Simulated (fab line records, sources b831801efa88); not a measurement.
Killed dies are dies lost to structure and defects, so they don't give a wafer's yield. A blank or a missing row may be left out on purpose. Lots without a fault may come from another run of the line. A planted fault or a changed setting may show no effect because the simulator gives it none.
A struck lot beside a sound one | flow sfq_line | 43 steps out of a route of 325
Sound: wafers L494.1, L494.2, L494.5. Struck: wafers L490.1, L490.3, L490.4. The cause comes at the end.
At each step with rows: each side's tool, then ch and its chambers, then its first start. Under that, the readings that differ: sound wafers | struck wafers | difference of the means | sigmas: that difference in standard deviations of wafers without a fault.
alike: readings whose means differ by less than 2 such deviations, and words and numbers that are the same on both sides. not compared: withheld readings, readings that some wafer has no value for, bounds like >300 that may hide the same value, and numbers for which the record gives no deviation and whose values overlap.
The two part at a step that has a row with sigmas, a row that says differs or no value, or rows on one side only. Numbers that don't overlap but have no deviation are shown without sigmas and don't part them. A reading that every wafer of one side lacks parts them only if that side has two wafers or more.

first, 6 steps without rows for these wafers: SFQ_TRILAYER_M5_LITHO_COAT_128 (resist thk 62 nm); SFQ_TRILAYER_M5_LITHO_COAT_123 (resist thk 600 nm); SFQ_TRILAYER_M5_LITHO_SOFTBAKE_127; SFQ_TRILAYER_M5_LITHO_EXPOSE_124 (exposes mask M5, target cd 700 nm); SFQ_TRILAYER_M5_LITHO_PEB_126 (peb time 60 s); SFQ_TRILAYER_M5_LITHO_DEVELOP_125 (time 60 s).
SFQ_M5_OVL_MEAS_932:
  sound on overlay-02, day 63 07:03; struck on overlay-01, day 61 08:27
  alike: M5_OVL
then, 1 step without rows for these wafers: SFQ_TRILAYER_M5_BARC_OPEN_METAL_ETCH_161 (etches BARC in O2, target depth 125 nm, time 41.7 s).
SFQ_TRILAYER_M5_ETCH_METAL_ETCH_126: etches Nb in Cl2/BCl3, stops on SiO2, time 203.2 s, target depth 265 nm.
  sound on rie_metal-01 ch 0,1, day 63 07:08; struck on rie_metal-01 ch 0,1, day 61 08:32
  alike: drypump_motor_current_A, oes_product_au
  not compared: rf_hours_counter_h
then, 3 steps without rows for these wafers: SFQ_TRILAYER_M5_STRIP_STRIP_127 (strips in O2); SFQ_TRILAYER_M5_STRIP_SOLV_CLEAN_128 (cleans in NMP, time 600 s); SFQ_TRILAYER_A5B_DEP_PECVD_129 (deposits SiO2 from SiH4/N2O, time 133.33 s, target thk 600 nm).
SFQ_TRILAYER_A5B_CMP_CMP_130: polishes, stops on Nb, target thk 340.7 nm.
  sound on cmp-02 ch 1,2,3, day 63 21:34; struck on cmp-02 ch 0,1,2, day 61 20:34
  no value came back on the struck wafers for edge_zone_pressure_frac, head_pressure_psi (psi), motor_current_A (A); on the sound wafers edge_zone_pressure_frac reads 1.003 1.008 0.997
  reading                                              | sound             | struck            | difference | sigmas
  model.SiO2_of_TRILAYER_A5B_DEP_PECVD_129.thk_nm (nm) | 326.2 333.5 335.5 | 609.9 606.5 619.7 | +280.3     |
SFQ_TRILAYER_A5B_METRO_MEASURE_131:
  sound on film_metro-02, day 63 23:34; struck on film_metro-04, day 61 23:34
  reading     | sound       | struck      | difference | sigmas
  thk_nm (nm) | 326 333 336 | 610 606 619 | +280       | +37
then, 3 steps without rows for these wafers: SFQ_TRILAYER_R5_DEP_SPUTTER_132 (material Ti, target thk 5 nm, time 5 s); SFQ_TRILAYER_R5_DEP_SPUTTER_133 (material MoNx, target thk 40 nm, time 66.7 s); SFQ_TRILAYER_R5_DEP_SPUTTER_134 (material Ti, target thk 5 nm, time 5 s).
SFQ_R5_RS_MEAS_933: measures by four-point-probe.
  sound on film_metro-03, day 64 00:51; struck on film_metro-01, day 62 00:51
  reading             | sound          | struck         | difference | sigmas
  R5_MONX_RS (ohm/sq) | 7.18 7.17 7.21 | 7.03 6.98 7.02 | -0.18      | -2
SFQ_R5_THK_MEAS_934: measures by xrf.
  sound on film_metro-03, day 64 00:58; struck on film_metro-01, day 62 00:58
  reading          | sound          | struck         | difference | sigmas
  R5_MONX_THK (nm) | 39.0 39.2 38.9 | 40.3 40.2 39.7 | +1.0       | +2
then, 6 steps without rows for these wafers: SFQ_TRILAYER_R5_LITHO_COAT_141 (resist thk 62 nm); SFQ_TRILAYER_R5_LITHO_COAT_136 (resist thk 600 nm); SFQ_TRILAYER_R5_LITHO_SOFTBAKE_140; SFQ_TRILAYER_R5_LITHO_EXPOSE_137 (exposes mask R5, target cd 500 nm); SFQ_TRILAYER_R5_LITHO_PEB_139 (peb time 60 s); SFQ_TRILAYER_R5_LITHO_DEVELOP_138 (time 60 s).
SFQ_R5_OVL_MEAS_935:
  sound on overlay-02, day 64 09:02; struck on overlay-02, day 62 17:51
  alike: R5_OVL
then, 1 step without rows for these wafers: SFQ_TRILAYER_R5_BARC_OPEN_METAL_ETCH_177 (etches BARC in O2, target depth 125 nm, time 41.7 s).
SFQ_TRILAYER_R5_ETCH_METAL_ETCH_139: etches the open film in Cl2, stops on SiO2, target depth 60 nm, time 40 s.
  sound on rie_metal-02 ch 0,1, day 64 09:08; struck on rie_metal-01 ch 0,1, day 62 17:56
  alike: drypump_motor_current_A, oes_product_au
  not compared: rf_hours_counter_h
SFQ_TRILAYER_R5_STRIP_STRIP_140: strips in O2.
  sound on rie_metal-02 ch 0,1, day 64 09:11; struck on rie_metal-01 ch 0,1, day 62 18:00
  alike: drypump_motor_current_A, oes_product_au
  not compared: rf_hours_counter_h
then, 8 steps without rows for these wafers: SFQ_TRILAYER_R5_STRIP_SOLV_CLEAN_141 (cleans in NMP, time 600 s); SFQ_TRILAYER_A5C_DEP_PECVD_142 (deposits SiO2 from SiH4/N2O, time 15.556 s, target thk 70 nm); SFQ_TRILAYER_I5_LITHO_COAT_149 (resist thk 62 nm); SFQ_TRILAYER_I5_LITHO_COAT_144 (resist thk 650 nm); SFQ_TRILAYER_I5_LITHO_SOFTBAKE_148; SFQ_TRILAYER_I5_LITHO_EXPOSE_145 (exposes mask I5, target cd 700 nm); SFQ_TRILAYER_I5_LITHO_PEB_147 (peb time 60 s); SFQ_TRILAYER_I5_LITHO_DEVELOP_146 (time 60 s).
SFQ_I5_OVL_MEAS_936:
  sound on overlay-02, day 64 21:02; struck on overlay-02, day 63 03:27
  alike: I5_OVL
SFQ_TRILAYER_I5_BARC_OPEN_VIA_ETCH_200: etches BARC in O2, target depth 125 nm, time 41.7 s.
  sound on rie_diel-01 ch 1,3, day 64 21:04; struck on rie_diel-01 ch 0,2,3, day 63 03:29
  alike: drypump_motor_current_A, oes_product_au
  not compared: rf_hours_counter_h
then, 1 step without rows for these wafers: SFQ_TRILAYER_I5_ETCH_VIA_ETCH_147 (etches the open film in CHF3, stops on Nb, target depth 360 nm).
SFQ_TRILAYER_I5_STRIP_STRIP_148: strips in O2.
  sound on rie_metal-04 ch 0,1, day 64 21:16; struck on rie_metal-01 ch 0,1, day 63 03:40
  alike: drypump_motor_current_A, oes_product_au
  not compared: rf_hours_counter_h
then, 1 step without rows for these wafers: SFQ_TRILAYER_I5_STRIP_SOLV_CLEAN_149 (cleans in NMP, time 600 s).
-- the record jumps here: 16 days lie between the struck wafers' starts before and after --
SFQ_M8_BOW_MEAS_951:
  sound on film_metro-04, day 80 16:34; struck on film_metro-04, day 79 10:52
  reading                 | sound             | struck            | difference | sigmas
  model.etest.i5.link_ohm | 2.246 2.273 2.248 | 2.397 2.413 2.387 | +0.143     |
  alike: M8_BOW

WHERE THEY PART
First at SFQ_TRILAYER_A5B_CMP_CMP_130; last, within this record, at SFQ_R5_THK_MEAS_934. Later steps at which nothing parts them and some readings are alike: SFQ_R5_OVL_MEAS_935, SFQ_TRILAYER_R5_ETCH_METAL_ETCH_139, SFQ_TRILAYER_R5_STRIP_STRIP_140, SFQ_I5_OVL_MEAS_936, SFQ_TRILAYER_I5_BARC_OPEN_VIA_ETCH_200, SFQ_TRILAYER_I5_STRIP_STRIP_148, SFQ_M8_BOW_MEAS_951.

WHY: what the simulator had put in
Skipped step whole: cmp-02, from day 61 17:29 on, at SFQ_TRILAYER_A5B_CMP_CMP_130. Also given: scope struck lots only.
